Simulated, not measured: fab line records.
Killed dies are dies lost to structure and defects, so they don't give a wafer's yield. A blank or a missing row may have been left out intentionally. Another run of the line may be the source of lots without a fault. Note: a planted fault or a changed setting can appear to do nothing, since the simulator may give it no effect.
What tool caused it?	flow sky130	Sampling: 14 lots, 42 wafers, 4 of 708 route steps

WHAT EACH GAUGE READ, for each wafer
No reading from a measuring or inspecting step in the record can be judged against a usual standard deviation.

WHAT TOOL EACH LOT RAN ON (gives the tool, then ch and the chambers of the sampled wafers, and finally the start)
lot	SKY_FIELD_ISO_ETCH_15	SKY_FIELD_ISO_ETCH_17	SKY_NWELL_EXPOSE_20	SKY_NWELL_RTA_28
L882	rie diel-01 ch 1,2, day 2 14:44	rie si-01 ch 0,1, day 2 14:53	iline stepper-01 ch 0, day 5 11:03	rtp anneal-01 ch 0, day 5 20:08
L886	rie diel-04 ch 1,2,3, day 3 08:05	rie si-02 ch 0,2, day 3 08:14	iline stepper-01 ch 0, day 6 07:37	rtp anneal-02 ch 0, day 6 17:59
L887	rie diel-04 ch 1,2,3, day 3 11:44	rie si-02 ch 0,1,2, day 3 11:54	iline stepper-01 ch 0, day 6 13:53	rtp anneal-01 ch 0, day 6 23:59
L889	rie diel-02 ch 0,1,3, day 3 23:21	rie si-02 ch 0,1,2, day 3 23:30	iline stepper-01, day 7 03:46	rtp anneal-01 ch 0, day 7 14:23
L890	rie diel-01 ch 0,2,3, day 4 03:39	rie si-01 ch 0,2,3, day 4 03:48	iline stepper-02, day 7 10:08	rtp anneal-02 ch 0, day 7 20:46
L892	rie diel-01 ch 0,1,2, day 4 15:42	rie si-02 ch 0,2, day 4 15:51	iline stepper-01 ch 0, day 7 21:26	rtp anneal-01 ch 0, day 8 07:44
L895	rie diel-01 ch 0,1,3, day 5 06:27	rie si-01 ch 2,3, day 5 06:36	iline stepper-01 ch 0, day 8 16:30	rtp anneal-01 ch 0, day 9 03:48
L897	rie diel-02 ch 0,1,3, day 5 20:14	rie si-01 ch 0,3, day 5 20:24	iline stepper-02 ch 0, day 9 05:19	rtp anneal-02 ch 0, day 9 16:44
L898	rie diel-02 ch 0,1, day 6 00:02	rie si-02 ch 0,2,3, day 6 00:11	iline stepper-02 ch 0, day 9 10:40	rtp anneal-02 ch 0, day 9 22:40
L899	rie diel-04 ch 0,2,3, day 6 04:08	rie si-01 ch 1,2,3, day 6 04:18	iline stepper-01 ch 0, day 9 15:44	rtp anneal-01 ch 0, day 10 03:52
L901	rie diel-04 ch 0,2,3, day 6 14:02	rie si-02 ch 1,2,3, day 6 14:11	iline stepper-02 ch 0, day 10 02:54	rtp anneal-01 ch 0, day 10 14:26
L902	rie diel-01 ch 0,1, day 6 19:29	rie si-01 ch 1,3, day 6 19:38	iline stepper-02 ch 0, day 10 07:04	rtp anneal-01 ch 0, day 10 19:02
L903	rie diel-02 ch 1,3, day 6 23:14	rie si-02 ch 2,3, day 6 23:23	iline stepper-02 ch 0, day 10 13:02	rtp anneal-02 ch 0, day 11 01:02
L904	rie diel-01 ch 1,2, day 7 04:56	rie si-01 ch 0,1,2, day 7 05:06	iline stepper-02 ch 0, day 10 17:40	rtp anneal-01 ch 0, day 11 05:49
- SKY_FIELD_ISO_ETCH_15: etches the open film in CHF3/O2, stops on Si, target depth 180 nm, time 72 s.
- SKY_FIELD_ISO_ETCH_17: etches Si in HBr/Cl2/O2, target depth 342 nm, time 97.7 s.
- SKY_NWELL_EXPOSE_20: exposes mask NWM COMPLEMENT, target cd 840 nm.
- SKY_NWELL_RTA_28: time 30 s.

WHAT THE TOOLS THEMSELVES READ (means of the sampled wafers that have a number; where no wafer has one, the mark that the record gives instead)
SKY_FIELD_ISO_ETCH_15.
lot	tool	drypump motor current A (A)	oes product au (a.u.)	throttle valve pct (%)
L882	rie diel-01	5.8	0.948	8.844
L886	rie diel-04	5.3	0.949	8.841
L887	rie diel-04	5.3	0.938	8.845
L889	rie diel-02	5.9	0.948	8.846
L890	rie diel-01	6.1	0.942	8.851
L892	rie diel-01	6.0	0.950	8.848
L895	rie diel-01	5.9	0.946	8.849
L897	rie diel-02	5.9	0.951	8.857
L898	rie diel-02	5.9	0.939	8.836
L899	rie diel-04	5.5	0.945	8.847
L901	rie diel-04	5.6	0.948	8.847
L902	rie diel-01	6.3	0.950	8.848
L903	rie diel-02	5.7	0.946	8.854
L904	rie diel-01	5.8	0.944	8.847

SKY_FIELD_ISO_ETCH_17.
lot	tool	drypump motor current A (A)	mfc cl2 sccm (sccm)	oes product au (a.u.)	throttle valve pct (%)
L882	rie si-01	5.5	40.17	1.000	25.659
L886	rie si-02	5.2	39.87	0.986	25.677
L887	rie si-02	5.4	40.05	1.004	25.659
L889	rie si-02	5.4	39.90	1.007	25.650
L890	rie si-01	6.1	40.11	1.004	25.660
L892	rie si-02	5.1	40.07	1.000	25.660
L895	rie si-01	6.3	40.18	1.004	25.653
L897	rie si-01	6.0	39.98	1.001	25.645
L898	rie si-02	5.4	40.07	1.000	25.670
L899	rie si-01	6.0	39.97	1.014	25.646
L901	rie si-02	5.6	40.19	1.003	25.654
L902	rie si-01	5.7	40.04	1.012	25.647
L903	rie si-02	5.6	40.21	0.999	25.662
L904	rie si-01	5.8	40.05	0.997	25.655

SKY_NWELL_EXPOSE_20.
lot	tool	exposure dose mJ cm2	focus offset nm (nm)	stage vel mm s (mm/s)
L882	iline stepper-01	259.85	-0.7	499.81
L886	iline stepper-01	260.05	0.1	500.17
L887	iline stepper-01	259.98	-0.1	500.23
L889	iline stepper-01	-	-	-
L890	iline stepper-02	-	-	-
L892	iline stepper-01	259.93	-0.2	500.04
L895	iline stepper-01	260.05	0.4	500.12
L897	iline stepper-02	260.11	0.1	499.99
L898	iline stepper-02	259.82	0.1	500.11
L899	iline stepper-01	260.04	0.3	500.32
L901	iline stepper-02	259.85	-0.1	500.30
L902	iline stepper-02	260.19	-0.9	499.74
L903	iline stepper-02	259.89	0.2	499.98
L904	iline stepper-02	260.18	-0.0	500.32

SKY_NWELL_RTA_28.
lot	tool	lamp power pct (%)	wafer_temp_C_max
L882	rtp anneal-01	25.31	1053.9
L886	rtp anneal-02	25.27	1054.4
L887	rtp anneal-01	25.30	1054.6
L889	rtp anneal-01	25.28	1055.2
L890	rtp anneal-02	25.29	1054.2
L892	rtp anneal-01	25.31	1053.9
L895	rtp anneal-01	25.29	1054.2
L897	rtp anneal-02	25.29	1054.6
L898	rtp anneal-02	25.32	1055.6
L899	rtp anneal-01	25.28	1053.7
L901	rtp anneal-01	25.34	1054.8
L902	rtp anneal-01	25.28	1054.9
L903	rtp anneal-02	25.34	1055.3
L904	rtp anneal-01	25.33	1055.0

THE ANSWER, worked out from the rows above alone
Rule: the lots themselves supply what counts as usual. The widest of any qualifying gaps counts: lots, ordered by their means at a reading, are off when they make up no more than a third of the lots, leave a main group of 4 or more, and stand apart from it by 3 or more times the standard deviation of that group's means. A main group is skipped when, at the precision printed for the reading in the tables above, its means are all equal. A lot without any number at a reading at which 4 lots or more have one is off too. Any other lot the step has rows for is counted as sound. First the gauges in route order, then the tools' own readings, where a lot's mean is used as printed above. The first step at which some lot is off is used, and at that step the reading that is off furthest; a lot without a number counts as furthest.
Off: L889, L890 (SKY_NWELL_EXPOSE_20, exposure dose mJ cm2). Without a number there: L889, L890. The main group has a mean of 260.00 with a standard deviation of 0.12.
If a tool, at that step or one of the process steps before it, ran each lot that is off and ran no sound lot following the first of them, it fits. No candidate that was tried fits.

WHAT THE SIMULATOR HAD PUT IN
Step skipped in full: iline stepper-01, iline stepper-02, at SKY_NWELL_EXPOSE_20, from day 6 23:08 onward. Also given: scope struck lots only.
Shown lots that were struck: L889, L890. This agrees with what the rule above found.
